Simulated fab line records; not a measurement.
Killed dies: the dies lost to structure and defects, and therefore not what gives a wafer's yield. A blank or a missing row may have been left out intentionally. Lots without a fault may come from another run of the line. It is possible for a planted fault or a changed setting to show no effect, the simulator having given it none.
A single fault, viewed from 2 desks ; flow sky130 ; what lay behind the numbers comes last; until then each desk has only its own

AT THE METROLOGY DESK
Lot by lot, what the gauges showed, no matter which tool ran the lot: averages of those sampled wafers that carry a number. Marked OUT: a lot whose mean sits more than 4 standard deviations from the usual mean, which makes it out of limits; the brackets give that distance.
Columns: A = POLY_GATE_OXIDATION_THK at SKY_POLY_GATE_THK_MEAS_21, usual 4.02 nm; B = LDD_LDN_OVL at SKY_LDD_LDN_OVL_MEAS_07, usual -0.2 nm
lot;first seen here;A;B
L543;day 16 17:43;3.94;-0.9
L544;day 17 12:19;4.09;1.4
L547;day 18 16:56;4.00;0.8
L548;day 18 16:57;4.00;1.1
L552;day 20 05:37;4.06;0.1
L553;day 20 15:56;3.95;-0.1
L560;day 23 07:34;4.02;-0.7
L561;day 23 11:22;4.00;-0.4
L562;day 23 16:46;3.98;-2.2
L563;day 24 08:05;3.87;1.3
L565;day 24 19:36;4.05;-1.1
Finding of this desk: none of the 11 lots has anything out of limits.

TOOL OWNER'S DESK, rie-diel-01
The tool's own readings at SKY_POLY_GATE_ETCH_15 (etches BARC in N2/H2, stops on SiO2, time 118.5 s, target depth 110 nm): means of the sampled wafers that have a number, for each lot that ran on this tool. Marked OUT: a lot whose mean sits more than 4 standard deviations from the usual mean, which makes it out of limits; the brackets give that distance.
Columns: A = bias-w at SKY_POLY_GATE_ETCH_15, usual 100.0 W; B = drypump-motor-current-A at SKY_POLY_GATE_ETCH_15, usual 5.8 A; C = oes-product-au at SKY_POLY_GATE_ETCH_15, usual 0.716 a.u.; D = rf-fwd-power-W at SKY_POLY_GATE_ETCH_15, usual 496.8 W; E = run-length-s at SKY_POLY_GATE_ETCH_15, usual 147.0 s; F = throttle-valve-pct at SKY_POLY_GATE_ETCH_15, usual 13.213 %
lot;first seen here;A;B;C;D;E;F
L543;day 16 15:16;100.3;5.3;0.714;499.3;146.9;13.217
L548;day 18 14:40;99.8;5.8;0.713;496.3;147.0;13.214
L552;day 20 03:20;100.0;5.9;0.691 (-5.5) OUT;494.2;158.6 (+28) OUT;13.207
L553;day 20 14:16;100.2;6.1;0.657 (-13) OUT;495.2;170.2 (+55) OUT;13.213
This desk's verdict: out of limits on L552, L553, starting with L552 at day 20 03:20 (oes-product-au at SKY_POLY_GATE_ETCH_15). In limits: L543, L548.

TAKEN TOGETHER
The tool owner's desk could have raised an alarm at day 20 03:20, on L552, L553.
Metrology desk: nothing out of limits seen.
The metrology desk has L552, L553 on record, within its limits.
All the named lots went through SKY_POLY_GATE_ETCH_15 on rie-diel-01.

WHAT THE SIMULATOR HAD INSERTED
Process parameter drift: rie-diel-01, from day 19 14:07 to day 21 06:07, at SKY_POLY_GATE_ETCH_15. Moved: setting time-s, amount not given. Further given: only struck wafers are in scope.
Shown lots that were struck: L552, L553.
Hours from the fault's start to each desk's first reading out of limits: the tool owner's desk, 13.
